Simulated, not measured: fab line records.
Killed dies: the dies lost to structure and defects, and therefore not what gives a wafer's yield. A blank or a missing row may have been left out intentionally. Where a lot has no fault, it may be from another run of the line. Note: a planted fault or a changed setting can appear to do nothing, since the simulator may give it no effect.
fab line records -- flow sky130
record: lots: 4, wafers: 12, last_day: 50
route steps=708 shown VIA1@472 METAL2@483 VIA2@507 PAD_OPEN@708
lots that met no fault: from a run of the same line without faults
start_h: the number of hours between the record's first day and the start of the first shown wafer of the lot -- wait_h: hours from the lot's prior step to this one -- " repeats the value in the row above -- L1.1+2: several wafers, shown together as one row -- - no value, or no start given -- * or withheld: withheld -- < > ~ a bound
route shown NAME@n: NAME is a module with steps in the file, n the number in the route of the first one -- usual: mean/standard deviation taken from wafers without a fault -- same: alike in all rows -- chamber/n: place in a boat -- sites: readings site by site -- _std_site: standard deviation across them -- _edge_site: outer sites' mean less inner sites' -- radius_mm: how far each site lies from the wafer's centre -- mask NAME#n: copy n -- behind: the tool/chamber that last shaped the wafer -- hold: the reason the lot was held/the length of the hold in hours/how it ended -- device: which transistor (n, p or np) failed to switch -- end of line: tests run on the same wafers once the route is complete -- for a step that has no rows: nothing shown but its recipe -- killed: the dies lost at the first sort to structure and to defects; this is not the yield of the wafer -- map: the dies of a wafer, with x for killed, . for not killed, _ for no die there
set.NAME: setting as actually run; set.NAME@STEP: the setting as run at that earlier step -- model.NAME: the simulator's own value behind a step, which no gauge read
lots at some steps of the route; a table a step, a row a wafer
services: the hour from which a tool's chamber was out of use, counted from the record's first day as start_h (under 0 if before that day), plus the number of hours and why
== steps ==
step: SKY_VIA1_ETCH_14
recipe: chemistry: N2/H2, target: BARC, ion_energy_ev: 200, source_w: 500, bias_w: 100, pressure_mtorr: 30, n2_flow_sccm: 100, h2_flow_sccm: 200, stop_on: SiO2, time_s: 45.9, target_depth_a: 600
step: SKY_VIA1_ETCH_15
recipe: target: SiO2, chemistry: C4F8/O2/Ar, target_depth_nm: 351, stop_on: TiN, mask_material: KrF-thick, source_w: 1500, bias_w: 1200, pressure_mtorr: 40, c4f8_flow_sccm: withheld, O2_flow_sccm: 6, Ar_flow_sccm: 300, time_s: 54
step: SKY_VIA1_STRIP_16
recipe: chemistry: O2/N2, power_w: 1400, pressure_mtorr: 1500, platen_temp_c: withheld, o2_flow_sccm: 3000, n2_flow_sccm: 300, overash_fraction: 0.5
step: SKY_VIA1_STRIP_17
recipe: chemistry: post_etch_residue_remover, time_s: 1200, temp_c: 72.5
step: SKY_VIA1_CLEAN_18
recipe: chemistry: IPA, time_s: 180, temp_c: 25
step: SKY_VIA1_CLEAN_19
recipe: chemistry: O3/DIW, dry: n2_spin
step: SKY_VIA1_SPUTTER_20
recipe: material: TiN, target_thk_nm: 20, chamber_pressure_pa: 5, power_w: 4000, time_s: 80
step: SKY_VIA1_CVD_21
recipe: material: W, target_thk_nm: 270, time_s: 80.902, temp_c: 400, pressure_torr: 40
step: SKY_VIA1_CMP_24
recipe: stop_on: SiO2, t_overpolish_s: 15, down_force_psi: 3.5, platen_rpm: 60, target_thk_nm: 0, pad_velocity_m_s: 0.94248
usual: motor_current_A: 11.2/0.86, overpolish_run_s: 15.001/0.0086, time_to_endpoint_s: 66.6/2.6
lot.wafer,tool,chamber,start_h,wait_h,motor_current_A,overpolish_run_s,time_to_endpoint_s
L937.1,cmp-01,0,878.51,0.1,10.3,15.001,64.2
L937.3,cmp-01,1,878.51,0.1,11.8,15.002,67.0
L937.5,cmp-01,3,878.51,0.1,11.2,15.004,67.0
L938.3,cmp-01,1,878.94,0.0,11.6,15.000,68.5
L938.4,cmp-01,0,878.94,0.0,10.5,15.012,66.0
L938.6,cmp-01,2,878.94,0.0,10.1,14.993,67.1
L943.2,cmp-02,3,917.14,0.1,11.4,14.997,62.7
L943.4,cmp-02,1,917.14,0.1,11.4,14.998,68.2
L943.5,cmp-02,2,917.14,0.1,12.3,14.997,67.1
L947.4,cmp-01,2,945.22,0.3,10.2,14.992,69.9
L947.2,cmp-01,3,945.22,0.3,11.4,14.996,69.6
L947.5,cmp-01,2,945.22,0.3,10.1,14.995,68.4
step: SKY_METAL2_SPUTTER_00
recipe: material: Ti, target_thk_nm: 15, power_w: 3000, time_s: 10, chamber_pressure_pa: 0.4
step: SKY_METAL2_SPUTTER_01
recipe: material: TiN, target_thk_nm: 20, power_w: 6500, time_s: 16.7, chamber_pressure_pa: 0.4
step: SKY_METAL2_SPUTTER_02
recipe: material: AlCu, target_thk_nm: 250, power_w: 10600, time_s: 13.3, chamber_pressure_pa: 0.4
step: SKY_METAL2_SPUTTER_03
recipe: material: Ti, target_thk_nm: 5, power_w: 3000, time_s: 3.3, chamber_pressure_pa: 0.4
step: SKY_METAL2_SPUTTER_04
recipe: material: TiN, target_thk_nm: 70, power_w: 6500, time_s: 58.3, chamber_pressure_pa: 0.4
step: SKY_METAL2_DEHYDRATE_07
recipe: temp_c: 200, time_s: 60
step: SKY_METAL2_HMDS_08
recipe: prime_time_s: 60, prime_temp_c: 120
step: SKY_METAL2_COAT_09
recipe: resist: BARC, temp_c: withheld, time_s: withheld, spin_rpm: 3000, resist_thk_nm: 60
step: SKY_METAL2_COAT_10
recipe: resist: KrF-thick, spin_rpm: 3000, resist_thk_nm: 450
step: SKY_METAL2_SOFTBAKE_11
recipe: temp_c: 100, time_s: 90, resist: KrF-thick
step: SKY_METAL2_EXPOSE_12
recipe: mask_id: MM2, na: 0.8, source_shape: annular, sigma_inner: 0.55, sigma_outer: 0.85, target_cd_nm: 140, dose_mj: 28
step: SKY_METAL2_PEB_13
recipe: peb_temp_c: withheld, peb_time_s: withheld, resist: KrF-thick
step: SKY_METAL2_DEVELOP_14
recipe: develop_time_s: 60, resist: KrF-thick, dev_temp_c: 21
step: SKY_METAL2_DESCUM_17
recipe: chemistry: O2, source_power_w: 150, bias_power_w: 0, pressure_mtorr: 10, temp_c: 40, time_s: 8
step: SKY_METAL2_ETCH_18
recipe: chemistry: N2/H2, target: BARC, ion_energy_ev: 200, bias_w: 100, pressure_mtorr: 30, n2_flow_sccm: 100, h2_flow_sccm: 200, icp_w: 500, stop_on: SiO2, time_s: 45.9, target_depth_a: 600
step: SKY_METAL2_METAL_ETCH_19
recipe: target_depth_a: 3600, stop_on: SiO2, over_etch_frac: 0.3, time_s: 78, chemistry: Cl2/BCl3, resist_sidewall_deg: 88, pressure_mtorr: 10, icp_w: 900, bias_w: 48.5, Cl2_flow_sccm: 60, bcl3_flow_sccm: 30
step: SKY_METAL2_STRIP_20
recipe: chemistry: O2/N2, power_w: 1400, pressure_mtorr: 1500, platen_temp_c: withheld, o2_flow_sccm: 3000, n2_flow_sccm: 300, overash_fraction: 0.5
step: SKY_METAL2_STRIP_21
recipe: chemistry: post_etch_residue_remover, time_s: 1200, temp_c: 72.5
step: SKY_METAL2_CLEAN_22
recipe: chemistry: IPA, time_s: 180, temp_c: 25
step: SKY_METAL2_CLEAN_23
recipe: chemistry: O3/DIW, dry: n2_spin
step: SKY_VIA2_HDPCVD_00
recipe: material: SiO2, target_thk_nm: 1180, sigma_open_frac: 0.3, time_s: 196.7, temp_c: 400, sih4_flow_sccm: 60, pressure_mtorr: 6
step: SKY_VIA2_CMP_02
recipe: material: SiO2, down_force_psi: 4, platen_rpm: 60, pad_velocity_m_s: 0.94248
step: SKY_VIA2_DEHYDRATE_04
recipe: temp_c: 200, time_s: 60
step: SKY_PAD_OPEN_PROBE_99
usual: defect_limited_yield: 82.7/2.1, killed_at_M0_to_M3: 43/7.2, killed_at_M4_up: 3.0/1.7, killed_at_contacts: 24/5.3, killed_at_front_end: 15/4.6, killed_at_other: 0.3/0.5, killed_dies: 85/10, killed_on_rim: 17/3.8, killed_open: 46/7.2, killed_short: 39/6.4, sort_bin_3_pad_short: 0.9/0.42, sort_bin_5_function: 10.2/1.6, sort_bin_6_memory: 6.2/1, sort_n_pass: 407/10, sort_yield_pct: 82.7/2.1
same: gross_dies: 492, killed_at_back_side: 0, sort_bin_4_leakage[%]: 0, sort_bin_8_speed[%]: 0
lot.wafer,tool,chamber,start_h,wait_h,defect_limited_yield[%],killed_at_M0_to_M3,killed_at_M4_up,killed_at_contacts,killed_at_front_end,killed_at_other,killed_dies,killed_on_rim,killed_open,killed_short,sort_bin_3_pad_short[%],sort_bin_5_function[%],sort_bin_6_memory[%],sort_n_pass,sort_yield_pct[%],model.etest.tester.sort_n_pass,model.etest.tester.sort_yield_pct,model.etest.tester.sort_bin_5_pct,model.etest.tester.sort_bin_6_pct,model.etest.tester.sort_bin_3_pct
L937.1,prober-02,-,1139.85,0.1,85.0,31,3,24,14,2,74,10,41,33,0.4,9.8,4.9,418,85.0,418,84.96,9.756,4.878,0.4065
L937.3,prober-02,-,1139.95,0.2,46.3,238,3,12,11,0,264,54,28,30,4.5,32.1,17.1,228,46.3,228,46.34,32.11,17.07,4.472
L937.5,prober-02,-,1140.05,0.2,84.3,37,1,23,16,0,77,16,50,27,0.4,10.0,5.3,415,84.3,415,84.35,9.959,5.285,0.4065
L938.3,prober-01,-,1140.59,0.2,48.4,226,3,14,11,0,254,45,24,26,3.9,32.3,15.4,238,48.4,238,48.37,32.32,15.45,3.862
L938.4,prober-01,-,1140.64,0.2,88.0,36,0,11,12,0,59,14,34,25,0.4,7.9,3.7,433,88.0,433,88.01,7.927,3.659,0.4065
L938.6,prober-01,-,1140.74,0.2,85.6,29,2,20,19,1,71,13,42,29,0.4,7.9,6.1,421,85.6,421,85.57,7.927,6.098,0.4065
L943.2,prober-02,-,1169.63,0.1,82.9,42,4,22,16,0,84,15,40,44,1.4,10.4,5.3,408,82.9,408,82.93,10.37,5.285,1.423
L943.4,prober-02,-,1169.73,0.2,83.3,49,2,23,8,0,82,25,52,30,1.2,7.7,7.7,410,83.3,410,83.33,7.724,7.724,1.22
L943.5,prober-02,-,1169.78,0.2,82.1,49,2,26,10,1,88,21,53,35,1.0,10.4,6.5,404,82.1,404,82.11,10.37,6.504,1.016
L947.2,prober-02,-,1188.35,0.1,84.1,40,2,20,16,0,78,15,48,30,0.4,10.0,5.5,414,84.1,414,84.15,9.959,5.488,0.4065
L947.4,prober-02,-,1188.45,0.2,82.7,53,2,21,9,0,85,20,47,38,0.4,11.0,5.9,407,82.7,407,82.72,10.98,5.894,0.4065
L947.5,prober-02,-,1188.50,0.2,81.1,51,1,23,18,0,93,17,54,39,1.0,10.6,7.3,399,81.1,399,81.1,10.57,7.317,1.016
killed by level:class
L937.1 CONTACT:geometric_particle:open=8 LI_CONTACT:geometric_particle:open=7 VIA1:geometric_particle:open=7 VIA3:geometric_particle:open=5 VIA3:geometric_particle:short=5 FIELD_ISO:geometric_particle:open=3 METAL1:geometric_particle:short=3 POLY_GATE:geometric_particle:short=3
L937.3 VIA1:unspecified=206 VIA1:geometric_particle:open=6 LI_CONTACT:geometric_particle:open=5 VIA2:geometric_particle:open=5 METAL3:geometric_particle:short=5 FIELD_ISO:geometric_particle:open=4 VIA1:geometric_particle:short=4 CONTACT:geometric_particle:open=4
L937.5 CONTACT:geometric_particle:open=13 VIA1:geometric_particle:open=7 VIA2:geometric_particle:open=7 POLY_GATE:geometric_particle:open=5 VIA3:geometric_particle:open=5 VIA3:geometric_particle:short=5 FIELD_ISO:geometric_particle:open=4 POLY_GATE:geometric_particle:short=4
L938.3 VIA1:unspecified=204 LI_CONTACT:geometric_particle:open=5 VIA2:geometric_particle:open=5 FIELD_ISO:geometric_particle:short=4 METAL2:geometric_particle:short=4 METAL3:geometric_particle:open=3 CONTACT:geometric_particle:open=3 VIA1:geometric_particle:short=3
L938.4 VIA2:geometric_particle:open=9 CONTACT:geometric_particle:open=7 VIA1:geometric_particle:open=6 FIELD_ISO:geometric_particle:short=4 METAL2:geometric_particle:short=4 VIA3:geometric_particle:open=4 FIELD_ISO:geometric_particle:open=3 POLY_GATE:geometric_particle:short=3
L938.6 CONTACT:geometric_particle:open=11 VIA1:geometric_particle:open=10 FIELD_ISO:geometric_particle:short=5 POLY_GATE:geometric_particle:open=5 LI_CONTACT:geometric_particle:open=5 METAL1:geometric_particle:short=5 POLY_GATE:geometric_particle:short=4 VIA3:geometric_particle:open=4
L943.2 VIA1:geometric_particle:open=10 CONTACT:geometric_particle:open=8 METAL1:geometric_particle:short=7 LOCAL_INTERCONNECT:geometric_particle:short=6 METAL2:geometric_particle:short=6 VIA2:geometric_particle:open=6 FIELD_ISO:geometric_particle:short=4 LI_CONTACT:geometric_particle:open=4
L943.4 VIA1:geometric_particle:open=15 VIA2:geometric_particle:open=9 LI_CONTACT:geometric_particle:open=8 CONTACT:geometric_particle:open=7 CONTACT:geometric_particle:short=5 VIA1:geometric_particle:short=5 METAL2:geometric_particle:short=5 POLY_GATE:geometric_particle:short=3
L943.5 LI_CONTACT:geometric_particle:open=12 VIA1:geometric_particle:open=11 VIA3:geometric_particle:open=10 CONTACT:geometric_particle:open=8 VIA1:geometric_particle:short=8 METAL1:geometric_particle:short=4 METAL2:geometric_particle:short=4 FIELD_ISO:geometric_particle:open=3
L947.2 VIA1:geometric_particle:open=10 CONTACT:geometric_particle:open=8 VIA3:geometric_particle:open=8 FIELD_ISO:geometric_particle:open=7 VIA1:geometric_particle:short=5 FIELD_ISO:geometric_particle:short=4 LI_CONTACT:geometric_particle:open=4 METAL2:geometric_particle:open=4
L947.4 VIA1:geometric_particle:open=10 CONTACT:geometric_particle:open=7 METAL2:geometric_particle:short=7 LI_CONTACT:geometric_particle:open=6 VIA3:geometric_particle:open=6 METAL1:geometric_particle:open=5 VIA1:geometric_particle:short=5 LI_CONTACT:geometric_particle:short=4
L947.5 VIA1:geometric_particle:open=15 CONTACT:geometric_particle:open=9 VIA3:geometric_particle:open=7 VIA1:geometric_particle:short=6 CONTACT:geometric_particle:short=6 METAL1:geometric_particle:short=6 FIELD_ISO:geometric_particle:open=5 POLY_GATE:geometric_particle:short=5
map L937.3 (x killed, . not)
__________.xxxxxx..x_________
________x..x.xx...xx.._______
______.xx...x...xxx.x.xx_____
_____xx..x...x.xx...x....____
____..xxxxx....x.x.x.xx.x.___
___x..xxxxx.xx.x.xxx..x.xxx__
__..x..xx..xxx..xxxxxxx...xx_
_.x.x....x.x.x..xx.x....x....
_x..xx.x...x...x..xx....xx...
_xx.....xxxxxxxx...xx.xxxxxxx
_...xx..xxx.x.xx.xx.xx..x.x..
_.x..xxxx..xx..x.xxx....x.xx.
_xxx..xxxxxxxxx.xxx...xx...x.
_x...xxx.xxx...x.x.x.....xxxx
_.xx..xxx.......xx.x.xx.xx.xx
__xx.xxxx..xxx..x.xxxxx..x.x_
___.xxxxxxx.xxxxxxx...x...x__
____x.xx....x...xxx....x.x___
_____x...xxx...xx.xx.xxx.____
______xxxxxx...x.xxxxxx._____
________..xxxxxxx..xxx_______
__________.xx..xxx.._________
map L938.3 (x killed, . not)
__________.x...x..x._________
________...x.x.x.x...x_______
______...x...x.x.x.xxx.._____
_____...xx..x...x.xxx.xxx____
____x.x.xxx.xxxxxx.x..xxx.___
___....x.x......x..xxxxxx..__
__xxxx.x....x.x..x.x.xx..xxx_
_xx...xxxx..xx.xxx.......x.xx
_.xx..xx..xxx..xx...x.x.xx.xx
_xxx.x.xxx..x.xxxx.x...x..xxx
_x..x...xxx..xxx.x.x.x..x.x..
_x.xxxx.xxx....x.x..xxxx...x.
_xx.xx.xxxxx.xx..xxxxxxx.xx.x
_..x.xxx..xx...x.x...x..xx..x
_xxx.x.xxxxx.xx.xx.x.xx.x.x.x
__.xxxxx..xx.xx...xx.x...xx._
___xx.x..x.....x.x.x.xx.xx.__
____xx.xxxx.xxx.x.x.x.xxx.___
_____x..xx..x.x.x......x.____
______..xxx.xx.xxxx..x.x_____
________..xxx.x.....x._______
__________....xx...._________
== services ==
tool,chamber,start_h,hours,kind
cmp-01,-,857.49,1.8,repair
cmp-01,-,862.21,9.2,pm
cmp-02,-,907.78,4.9,pm
cmp-01,-,915.72,4.0,pm
cmp-01,-,919.72,-,consumable_replace:conditioner
cmp-01,-,919.72,-,consumable_replace:pad
cmp-01,-,922.85,0.3,repair
cmp-02,-,938.69,9.6,repair
== key ==
first_sign: step: SKY_PAD_OPEN_PROBE_99, reading: killed_at_M0_to_M3, direction: up, sigmas: 26, usual: 43, struck: 232
effect: step: SKY_PAD_OPEN_PROBE_99, reading: defect_limited_yield, direction: down, sigmas: 17, usual: 82.7, struck: 47.4
model_effect: step: SKY_PAD_OPEN_PROBE_99, value: etest.tester.sort_n_pass, without: 421.5, struck: 233
met_at SKY_VIA1_CMP_24
struck_wafers L937.3,L938.3
fault: kind: chamber_particle_source, tool: cmp-01, chamber: 1, onset_h: 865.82, steps: SKY_VIA1_CMP_24, rate_per_visit_cm2: 1.0235, end_h: 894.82
